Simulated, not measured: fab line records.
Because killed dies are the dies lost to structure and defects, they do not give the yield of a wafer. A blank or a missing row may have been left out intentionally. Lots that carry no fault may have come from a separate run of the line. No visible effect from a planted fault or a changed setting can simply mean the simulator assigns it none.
The tool behind it: which one? / flow sky130 / 14 lots with 42 wafers sampled at 3 steps, on a route of 708 steps

WHAT THE GAUGES SHOWED, per wafer
SKY_METAL1_CD_MEAS_15: the cd target is 140 nm.
lot=L326; measured=day 32 19:17; on=cd-sem-02; cd-nm (nm)=141.8 142.2 141.5
lot=L328; measured=day 33 03:55; on=cd-sem-01; cd-nm (nm)=136.7 136.5 136.5
lot=L329; measured=day 33 12:55; on=cd-sem-02; cd-nm (nm)=139.2 138.3 138.5
lot=L333; measured=day 35 02:33; on=cd-sem-02; cd-nm (nm)=138.5 138.6 139.1
lot=L334; measured=day 35 12:05; on=cd-sem-02; cd-nm (nm)=140.2 140.7 142.9
lot=L336; measured=day 36 01:46; on=cd-sem-01; cd-nm (nm)=141.4 138.9 140.0
lot=L338; measured=day 36 17:09; on=cd-sem-02; cd-nm (nm)=138.2 138.9 138.5
lot=L341; measured=day 37 10:33; on=cd-sem-02; cd-nm (nm)=141.5 140.6 142.2
lot=L342; measured=day 37 22:07; on=cd-sem-01; cd-nm (nm)=140.7 142.1 141.7
lot=L343; measured=day 38 06:18; on=cd-sem-02; cd-nm (nm)=137.3 139.2 138.8
lot=L344; measured=day 38 16:00; on=cd-sem-02; cd-nm (nm)=140.0 139.4 140.0
lot=L347; measured=day 39 05:53; on=cd-sem-02; cd-nm (nm)=139.6 137.0 139.5
lot=L348; measured=day 39 15:44; on=cd-sem-02; cd-nm (nm)=140.5 139.6 139.1
lot=L349; measured=day 39 21:32; on=cd-sem-02; cd-nm (nm)=139.9 139.5 139.6

SKY_METAL1_OVL_MEAS_16.
lot=L326; measured=day 32 19:23; on=overlay-02; METAL1_OVL (nm)=-16 -17 -8
lot=L328; measured=day 33 04:02; on=overlay-01; METAL1_OVL (nm)=-16 -12 -5
lot=L329; measured=day 33 13:00; on=overlay-01; METAL1_OVL (nm)=-5 2 -3
lot=L333; measured=day 35 02:40; on=overlay-01; METAL1_OVL (nm)=1 -12 -7
lot=L334; measured=day 35 12:11; on=overlay-01; METAL1_OVL (nm)=-13 -15 -10
lot=L336; measured=day 36 01:50; on=overlay-01; METAL1_OVL (nm)=-1 3 -5
lot=L338; measured=day 36 17:16; on=overlay-02; METAL1_OVL (nm)=2 -5 1
lot=L341; measured=day 37 10:40; on=overlay-02; METAL1_OVL (nm)=-2 -7 -6
lot=L342; measured=day 37 22:14; on=overlay-01; METAL1_OVL (nm)=3 6 2
lot=L343; measured=day 38 06:25; on=overlay-02; METAL1_OVL (nm)=0 -4 -7
lot=L344; measured=day 38 16:07; on=overlay-02; METAL1_OVL (nm)=-6 -3 -6
lot=L347; measured=day 39 05:59; on=overlay-01; METAL1_OVL (nm)=-4 -6 -10
lot=L348; measured=day 39 15:51; on=overlay-02; METAL1_OVL (nm)=-12 -1 -7
lot=L349; measured=day 39 21:38; on=overlay-01; METAL1_OVL (nm)=-10 -2 -5

EACH LOT AND THE TOOL THAT RAN IT (in order: tool; ch and the chambers of the sampled wafers; start)
lot=L326; SKY_CONTACT_ETCH_18=rie-diel-02 ch 1,2,3, day 32 19:17 or earlier
lot=L328; SKY_CONTACT_ETCH_18=rie-diel-01 ch 1,3, day 33 03:55 or earlier
lot=L329; SKY_CONTACT_ETCH_18=rie-diel-02 ch 0,1,2, day 33 12:55 or earlier
lot=L333; SKY_CONTACT_ETCH_18=rie-diel-01 ch 0,1,2, day 35 02:33 or earlier
lot=L334; SKY_CONTACT_ETCH_18=rie-diel-02 ch 1,2, day 35 12:05 or earlier
lot=L336; SKY_CONTACT_ETCH_18=rie-diel-03 ch 0,1,2, day 36 01:46 or earlier
lot=L338; SKY_CONTACT_ETCH_18=rie-diel-03 ch 1,2,3, day 36 17:09 or earlier
lot=L341; SKY_CONTACT_ETCH_18=rie-diel-03 ch 0,2,3, day 37 10:33 or earlier
lot=L342; SKY_CONTACT_ETCH_18=rie-diel-03 ch 0,3, day 37 22:07 or earlier
lot=L343; SKY_CONTACT_ETCH_18=rie-diel-01 ch 1,2, day 38 06:18 or earlier
lot=L344; SKY_CONTACT_ETCH_18=rie-diel-02 ch 0,1,3, day 38 16:00 or earlier
lot=L347; SKY_CONTACT_ETCH_18=rie-diel-03 ch 0,1, day 39 05:53 or earlier
lot=L348; SKY_CONTACT_ETCH_18=rie-diel-01 ch 0,1,2, day 39 15:44 or earlier
lot=L349; SKY_CONTACT_ETCH_18=rie-diel-02 ch 0,2,3, day 39 21:32 or earlier
- SKY_CONTACT_ETCH_18: etches Si3N4 in CHF3/O2, stops on TiN, time 39 s, target depth 75 nm.

AS READ BY THE TOOLS THEMSELVES (means over the sampled wafers that have a number; for cases with no such wafer, the mark the record gives instead)
SKY_CONTACT_ETCH_18.
lot=L326; tool=rie-diel-02; drypump-motor-current-A (A)=5.6; oes-product-au (a.u.)=0.853; throttle-valve-pct (%)=8.792
lot=L328; tool=rie-diel-01; drypump-motor-current-A (A)=6.2; oes-product-au (a.u.)=0.853; throttle-valve-pct (%)=8.785
lot=L329; tool=rie-diel-02; drypump-motor-current-A (A)=5.7; oes-product-au (a.u.)=0.855; throttle-valve-pct (%)=8.785
lot=L333; tool=rie-diel-01; drypump-motor-current-A (A)=5.7; oes-product-au (a.u.)=0.852; throttle-valve-pct (%)=8.803
lot=L334; tool=rie-diel-02; drypump-motor-current-A (A)=5.6; oes-product-au (a.u.)=0.858; throttle-valve-pct (%)=8.790
lot=L336; tool=rie-diel-03; drypump-motor-current-A (A)=5.8; oes-product-au (a.u.)=0.861; throttle-valve-pct (%)=8.794
lot=L338; tool=rie-diel-03; drypump-motor-current-A (A)=5.6; oes-product-au (a.u.)=0.854; throttle-valve-pct (%)=8.786
lot=L341; tool=rie-diel-03; drypump-motor-current-A (A)=5.7; oes-product-au (a.u.)=0.857; throttle-valve-pct (%)=8.797
lot=L342; tool=rie-diel-03; drypump-motor-current-A (A)=5.8; oes-product-au (a.u.)=0.855; throttle-valve-pct (%)=8.801
lot=L343; tool=rie-diel-01; drypump-motor-current-A (A)=5.3; oes-product-au (a.u.)=0.855; throttle-valve-pct (%)=8.793
lot=L344; tool=rie-diel-02; drypump-motor-current-A (A)=5.7; oes-product-au (a.u.)=0.858; throttle-valve-pct (%)=8.793
lot=L347; tool=rie-diel-03; drypump-motor-current-A (A)=6.1; oes-product-au (a.u.)=0.856; throttle-valve-pct (%)=8.802
lot=L348; tool=rie-diel-01; drypump-motor-current-A (A)=5.7; oes-product-au (a.u.)=0.854; throttle-valve-pct (%)=8.789
lot=L349; tool=rie-diel-02; drypump-motor-current-A (A)=5.5; oes-product-au (a.u.)=0.859; throttle-valve-pct (%)=8.803

THE ANSWER, worked out from the rows above alone
Rule: what is usual is taken from the lots themselves. The widest of any qualifying gaps counts: lots, ordered by their means at a reading, are off when they make up no more than a third of the lots, leave a main group of 4 or more, and stand apart from it by 3 or more times the standard deviation of that group's means. A main group whose means are all the same, to the digits that the tables above print for the reading, isn't used. Also off: a lot with no number at a reading for which 4 or more lots have one. All remaining lots with rows at the step are treated as sound. Order of review: gauges by route order, followed by the tools' own readings, for which a lot's mean as printed above is used. The first step at which some lot is off is used, and at that step the reading that is off furthest; a lot without a number counts as furthest.
Nothing can be told from this: no lot is off at any reading shown.

WHAT HAD BEEN PUT IN BY THE SIMULATOR
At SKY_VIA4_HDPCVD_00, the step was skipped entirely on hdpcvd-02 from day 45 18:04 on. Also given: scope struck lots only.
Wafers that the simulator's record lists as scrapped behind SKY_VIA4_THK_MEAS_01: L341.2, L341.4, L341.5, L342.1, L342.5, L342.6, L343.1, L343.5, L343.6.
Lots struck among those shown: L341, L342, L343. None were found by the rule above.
